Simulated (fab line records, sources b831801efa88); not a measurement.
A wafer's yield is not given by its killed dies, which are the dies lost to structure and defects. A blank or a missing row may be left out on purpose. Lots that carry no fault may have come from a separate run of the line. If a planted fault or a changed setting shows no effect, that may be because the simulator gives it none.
Which tool is to blame? ; flow gf180mcu ; Sampling: 12 lots, 36 wafers, 5 of 602 route steps

## WHAT THE GAUGES READ, wafer by wafer
GF_V3_THK_MEAS_01.
lot;measured;on;V3_CVD_00_THK (nm)
L807;day 22 03:23;film metro-01;596 602 591
L809;day 22 19:24;film metro-01;593 596 600
L810;day 23 05:46;film metro-01;594 599 596
L811;day 23 14:32;film metro-03;597 600 596
L812;day 23 20:31;film metro-03;606 601 603
L815;day 25 00:57;film metro-01;600 607 595
L822;day 27 09:09;film metro-01;592 594 602
L823;day 27 10:25;film metro-03;596 607 610
L824;day 28 05:53;film metro-02;603 601 599
L827;day 28 12:40;film metro-02;594 601 596
L826;day 28 14:00;film metro-02;601 608 608
L828;day 29 00:32;film metro-01;596 598 604

GF_M4_CD_MEAS_14 targets a cd of 280 nm.
lot;measured;on;cd nm (nm)
L807;day 24 03:22;cd sem-02;279.3 278.7 278.6
L809;day 24 17:10;cd sem-02;278.8 279.7 279.0
L810;day 25 04:20;cd sem-02;282.1 280.8 281.5
L811;day 25 12:40;cd sem-02;280.2 281.9 280.3
L812;day 25 16:39;cd sem-02;280.0 278.9 277.8
L815;day 26 21:21;cd sem-01;278.7 278.6 278.8
L822;day 29 03:14;cd sem-01;279.3 280.7 278.8
L823;day 29 03:50;cd sem-02;280.8 280.5 279.4
L824;day 29 21:20;cd sem-01;280.2 280.8 280.0
L827;day 30 04:37;cd sem-01;279.5 279.4 280.3
L826;day 30 05:58;cd sem-01;282.9 282.8 282.6
L828;day 30 15:20;cd sem-01;278.9 279.0 278.8

GF_V4_CD_MEAS_14 targets a cd of 260 nm.
lot;measured;on;cd nm (nm)
L807;day 25 02:46;cd sem-01;259.3 259.6 259.3
L809;day 25 15:46;cd sem-01;260.1 260.9 259.0
L810;day 26 03:10;cd sem-01;258.1 258.2 258.7
L811;day 26 11:17;cd sem-01;259.5 259.4 259.3
L812;day 26 14:48;cd sem-01;259.9 262.4 262.0
L815;day 27 19:04;cd sem-01;277.8 261.3 259.2
L822;day 29 23:19;cd sem-01;261.4 262.6 261.6
L823;day 30 00:11;cd sem-01;258.1 258.2 259.0
L824;day 30 17:22;cd sem-02;258.2 259.3 259.0
L827;day 30 23:49;cd sem-02;257.4 259.9 257.9
L826;day 31 01:22;cd sem-02;260.6 260.9 261.7
L828;day 31 10:17;cd sem-01;260.4 261.2 260.4

## WHAT TOOL EACH LOT RAN ON (gives the tool, then ch and the chambers of the sampled wafers, and finally the start)
lot;GF_M4_SPUTTER_01;GF_V4_EXPOSE_11
L807;pvd sputter-01, day 23 04:15;krf scanner-01 ch 0, day 24 15:46
L809;pvd sputter-03, day 23 19:31;krf scanner-02 ch 0, day 25 05:41
L810;pvd sputter-03, day 24 07:25;krf scanner-02 ch 0, day 25 16:16
L811;pvd sputter-04, day 24 14:50;krf scanner-01 ch 0, day 26 01:14
L812;pvd sputter-04, day 24 19:30;krf scanner-01 ch 0, day 26 05:15
L815;pvd sputter-03, day 26 00:18;krf scanner-01 ch 0, day 27 09:02
L822;pvd sputter-01, day 28 07:05;krf scanner-02 ch 0, day 29 14:00
L823;pvd sputter-03, day 28 08:42;krf scanner-01 ch 0, day 29 14:49
L824;pvd sputter-03, day 29 03:10;krf scanner-02 ch 0, day 30 08:10
L827;pvd sputter-01, day 29 10:21;krf scanner-01 ch 0, day 30 15:05
L826;pvd sputter-01, day 29 11:16;krf scanner-01 ch 0, day 30 16:43
L828;pvd sputter-03, day 29 20:58;krf scanner-02 ch 0, day 31 01:53
- GF_M4_SPUTTER_01: material TiN, target thk 30 nm, time 25 s.
- GF_V4_EXPOSE_11: exposes mask Via4, target cd 260 nm.

## WHAT THE TOOLS THEMSELVES READ (means of the sampled wafers that have a number; where no wafer has one, the mark that the record gives instead)
GF_M4_SPUTTER_01.
lot;tool;cathode dc power W (W);throttle valve pct (%)
L807;pvd sputter-01;6499.4;29.6
L809;pvd sputter-03;6501.5;30.3
L810;pvd sputter-03;6499.7;30.3
L811;pvd sputter-04;6499.6;30.2
L812;pvd sputter-04;6500.1;29.4
L815;pvd sputter-03;6500.7;30.4
L822;pvd sputter-01;6499.2;30.5
L823;pvd sputter-03;6500.2;30.4
L824;pvd sputter-03;6500.3;30.3
L827;pvd sputter-01;6500.1;29.9
L826;pvd sputter-01;6500.5;30.0
L828;pvd sputter-03;6500.2;31.1

GF_V4_EXPOSE_11.
lot;tool;reticle temp C (C)
L807;krf scanner-01;22.94
L809;krf scanner-02;22.91
L810;krf scanner-02;23.10
L811;krf scanner-01;23.00
L812;krf scanner-01;23.05
L815;krf scanner-01;23.01
L822;krf scanner-02;22.91
L823;krf scanner-01;22.93
L824;krf scanner-02;23.00
L827;krf scanner-01;22.99
L826;krf scanner-01;22.96
L828;krf scanner-02;22.94

## THE ANSWER, worked out from the rows above alone
Rule: usual is defined by the lots themselves. The widest of any qualifying gaps counts: lots, ordered by their means at a reading, are off when they make up no more than a third of the lots, leave a main group of 4 or more, and stand apart from it by 3 or more times the standard deviation of that group's means. The tables above print the reading to a certain number of digits; a main group whose means all agree to those digits is not used. Also off: a lot with no number at a reading for which 4 or more lots have one. All remaining lots with rows at the step are treated as sound. Order of review: gauges by route order, followed by the tools' own readings, for which a lot's mean as printed above is used. At the first step where some lot is off, the reading lying furthest off is the one used; lots without a number count as furthest.
Off, at GF_V4_CD_MEAS_14 on cd nm: L815. The main group has a mean of 259.8 nm with a standard deviation of 1.2.
If a tool, at a process step before that reading, ran all the lots that are off and no sound lot after the first of them, it fits. Those tools and the gauges at GF_V4_CD_MEAS_14 are tried in the same way. Not one of the candidates tried fits.

## WHAT WAS PUT IN BY THE SIMULATOR
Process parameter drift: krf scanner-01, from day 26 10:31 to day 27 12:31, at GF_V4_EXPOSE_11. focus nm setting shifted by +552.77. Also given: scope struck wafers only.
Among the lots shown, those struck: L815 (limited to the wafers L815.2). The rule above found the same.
